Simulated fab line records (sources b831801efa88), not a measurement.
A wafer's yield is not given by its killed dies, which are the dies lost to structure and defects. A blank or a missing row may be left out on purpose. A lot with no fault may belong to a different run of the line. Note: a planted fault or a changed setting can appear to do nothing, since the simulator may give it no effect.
Which tool was responsible? ; flow sky130 ; 12 lots with 36 wafers sampled at 5 steps, on a route of 708 steps

## WHAT THE GAUGES READ, wafer by wafer
SKY_NWELL_THK_MEAS_02. Usual: NWELL_OXIDATION_THK typically reads 10.06 nm, with standard deviation 0.17.
lot;measured;on;NWELL_OXIDATION_THK (nm);flag
L333;day 2 10:46;filmMetro-02;10.20 10.41 10.29;
L334;day 2 15:59;filmMetro-02;10.39 10.34 10.46;
L336;day 3 01:02;filmMetro-03;10.00 10.18 10.30;
L337;day 3 06:50;filmMetro-02;9.94 10.07 9.93;
L339;day 3 16:40;filmMetro-01;10.14 10.06 10.23;
L340;day 3 22:17;filmMetro-01;10.09 10.12 10.17;
L343;day 4 15:46;filmMetro-01;10.06 10.06 9.94;
L344;day 4 22:16;filmMetro-03;10.19 10.24 10.24;
L345;day 5 02:02;filmMetro-01;10.09 10.02 10.05;
L350;day 6 03:40;filmMetro-01;9.54 9.73 9.80;
L351;day 6 07:13;filmMetro-01;10.01 9.97 9.90;
L352;day 6 13:02;filmMetro-02;9.80 9.85 9.77;

SKY_NWELL_OVL_MEAS_23. Usual: NWELL_01_OVL typically reads 0.9 nm, with standard deviation 1.6.
lot;measured;on;NWELL_01_OVL (nm);flag
L333;day 5 02:14;overlay-01;-0.1 0.0 3.3;
L334;day 5 10:13;overlay-01;2.1 1.0 1.4;
L336;day 5 19:49;overlay-02;3.1 0.7 1.6;
L337;day 6 03:03;overlay-01;-0.8 -0.8 -0.1;
L339;day 6 13:52;overlay-01;-1.7 -1.0 -0.6;
L340;day 6 19:33;overlay-02;4.7 3.5 3.8;
L343;day 7 14:51;overlay-01;2.1 1.0 0.4;
L344;day 7 22:55;overlay-01;-0.1 -3.4 -1.2;
L345;day 8 04:35;overlay-01;-1.4 1.2 -0.4;
L350;day 9 11:18;overlay-01;3.2 0.2 2.8;
L351;day 9 16:25;overlay-01;3.7 1.9 2.5;
L352;day 9 23:25;overlay-01;0.0 0.1 -1.7;

SKY_VT_ADJUST_LVTN_OVL_MEAS_07. Usual: VT_ADJUST_LVTN_OVL typically reads -0.3 nm, with standard deviation 1.1.
lot;measured;on;VT_ADJUST_LVTN_OVL (nm);flag
L333;day 6 14:33;overlay-01;-1.0 -1.0 0.1;
L334;day 6 23:10;overlay-01;0.7 1.9 -2.3;
L336;day 7 09:36;overlay-01;-1.0 0.6 0.6;
L337;day 7 16:57;overlay-01;-1.5 -0.3 -0.5;
L339;day 8 06:07;overlay-02;1.1 -0.5 -2.0;
L340;day 8 12:51;overlay-02;0.0 -1.4 0.8;
L343;day 9 09:37;overlay-02;0.1 1.2 0.5;
L344;day 9 17:25;overlay-02;0.4 1.8 1.7;
L345;day 10 00:15;overlay-01;0.4 2.2 0.7;
L350;day 11 09:27;overlay-01;-1.0 -2.6 -0.8;
L351;day 11 15:56;overlay-02;0.1 -0.2 0.0;
L352;day 11 22:26;overlay-02;-0.1 -0.3 0.3;

## EACH LOT AND THE TOOL THAT RAN IT (in order: tool; ch and the chambers of the sampled wafers; start)
lot;SKY_FIELD_ISO_ETCH_14;SKY_FIELD_ISO_STRIP_16
L333;rieDiel-01 ch 0,1,3, day 2 04:55;plasmaAsher-03 ch 0,1, day 2 05:01
L334;rieDiel-02 ch 2,3, day 2 09:38;plasmaAsher-03 ch 0,1, day 2 09:44
L336;rieDiel-02 ch 0,1,3, day 2 19:19;plasmaAsher-02 ch 0,1, day 2 19:25
L337;rieDiel-03 ch 0,2,3, day 3 01:04;plasmaAsher-03 ch 0,1, day 3 01:10
L339;rieDiel-02 ch 2,3, day 3 10:58;plasmaAsher-04 ch 0,1, day 3 11:04
L340;rieDiel-03 ch 0,1,3, day 3 16:16;plasmaAsher-03 ch 0,1, day 3 16:22
L343;rieDiel-03 ch 0,1,3, day 4 09:32;plasmaAsher-04 ch 0,1, day 4 09:38
L344;rieDiel-03 ch 2,3, day 4 15:38;plasmaAsher-02 ch 0,1, day 4 15:46
L345;rieDiel-01 ch 0,1,3, day 4 18:28;plasmaAsher-04 ch 0,1, day 4 18:34
L350;rieDiel-02 ch 0,2,3, day 5 20:16;plasmaAsher-03 ch 0,1, day 5 20:22
L351;rieDiel-02 ch 0,2, day 6 00:32;plasmaAsher-02 ch 0,1, day 6 00:38
L352;rieDiel-02 ch 2,3, day 6 06:02;plasmaAsher-04 ch 0,1, day 6 06:08
- SKY_FIELD_ISO_ETCH_14: etches BARC in N2/H2, stops on SiO2, time 45.9 s, target depth 60 nm.
- SKY_FIELD_ISO_STRIP_16: strips in O2/N2.

## AS READ BY THE TOOLS THEMSELVES (means over the sampled wafers that have a number; for cases with no such wafer, the mark the record gives instead)
SKY_FIELD_ISO_ETCH_14. Usual: drypumpMotorCurrentA 5.9 A, standard deviation 0.45; oesProductAu 0.855 a.u., standard deviation 0.0048; runLengthS 74.1 s, standard deviation 0.57; throttleValvePct 13.224 %, standard deviation 0.0087.
lot;tool;drypumpMotorCurrentA (A);oesProductAu (a.u.);runLengthS (s);throttleValvePct (%);flag
L333;rieDiel-01;5.8;0.856;74.4;13.229;
L334;rieDiel-02;5.8;0.859;73.8;13.223;
L336;rieDiel-02;5.8;0.852;74.3;13.234;
L337;rieDiel-03;5.8;0.852;73.7;13.223;
L339;rieDiel-02;5.8;0.854;73.7;13.226;
L340;rieDiel-03;5.9;0.854;73.9;13.226;
L343;rieDiel-03;6.0;0.857;73.9;13.218;
L344;rieDiel-03;5.9;0.856;74.1;13.226;
L345;rieDiel-01;5.8;0.855;74.6;13.217;
L350;rieDiel-02;6.1;0.851;73.7;13.232;
L351;rieDiel-02;6.2;0.611;121.4;13.213;OFF
L352;rieDiel-02;5.8;0.615;120.9;13.192;OFF

SKY_FIELD_ISO_STRIP_16. Usual: drypumpMotorCurrentA 5.67 A, standard deviation 0.26; oesProductAu 0.378 a.u., standard deviation 0.0044; stripTimeToEndpointS 3.55 s, standard deviation 0.031.
lot;tool;drypumpMotorCurrentA (A);oesProductAu (a.u.);stripTimeToEndpointS (s);flag
L333;plasmaAsher-03;5.49;0.376;3.52;
L334;plasmaAsher-03;5.48;0.376;3.54;
L336;plasmaAsher-02;5.32;0.375;3.58;
L337;plasmaAsher-03;5.63;0.375;3.52;
L339;plasmaAsher-04;5.97;0.375;3.54;
L340;plasmaAsher-03;5.50;0.375;3.56;
L343;plasmaAsher-04;5.96;0.376;3.57;
L344;plasmaAsher-02;5.36;0.374;3.55;
L345;plasmaAsher-04;5.96;0.381;3.56;
L350;plasmaAsher-03;5.63;0.378;3.54;
L351;plasmaAsher-02;5.36;0.361;3.06;OFF
L352;plasmaAsher-04;5.96;0.358;3.08;OFF

## THE ANSWER, worked out from the rows above alone
Rule: lot off if the mean of its wafers having a number is beyond 3 standard deviations from the usual mean. A lot without any number at a reading at which 4 lots or more have one is off too. Where the step has rows for the other lots, those lots are counted as sound. First the gauges in route order, then the tools' own readings, where a lot's mean is used as printed above. The first step at which some lot is off is used, and at that step the reading that is off furthest; a lot without a number counts as furthest.
Off: L351, L352, at SKY_FIELD_ISO_ETCH_14 (runLengthS).
If a tool, at that step or one of the process steps before it, ran each lot that is off and ran no sound lot following the first of them, it fits. One fits: SKY_FIELD_ISO_ETCH_14 on rieDiel-02. Its last sound lot is L350 (day 5 20:16), its first lot that is off L351 (day 6 00:32): a fault that began between those two fits.
The tool's own readings at SKY_FIELD_ISO_ETCH_14 bear it out: on the lots that are off they differ by more than 5 times the standard deviation of the sound lots' means. oesProductAu reads 0.613 a.u. there against 0.855 a.u. on the sound lots; runLengthS reads 121.2 s there against 74.0 s on the sound lots.

## WHAT WAS PUT IN BY THE SIMULATOR
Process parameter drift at SKY_FIELD_ISO_ETCH_14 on rieDiel-02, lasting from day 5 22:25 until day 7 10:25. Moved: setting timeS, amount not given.
Lots struck among those shown: L351, L352. This agrees with what the rule above found.
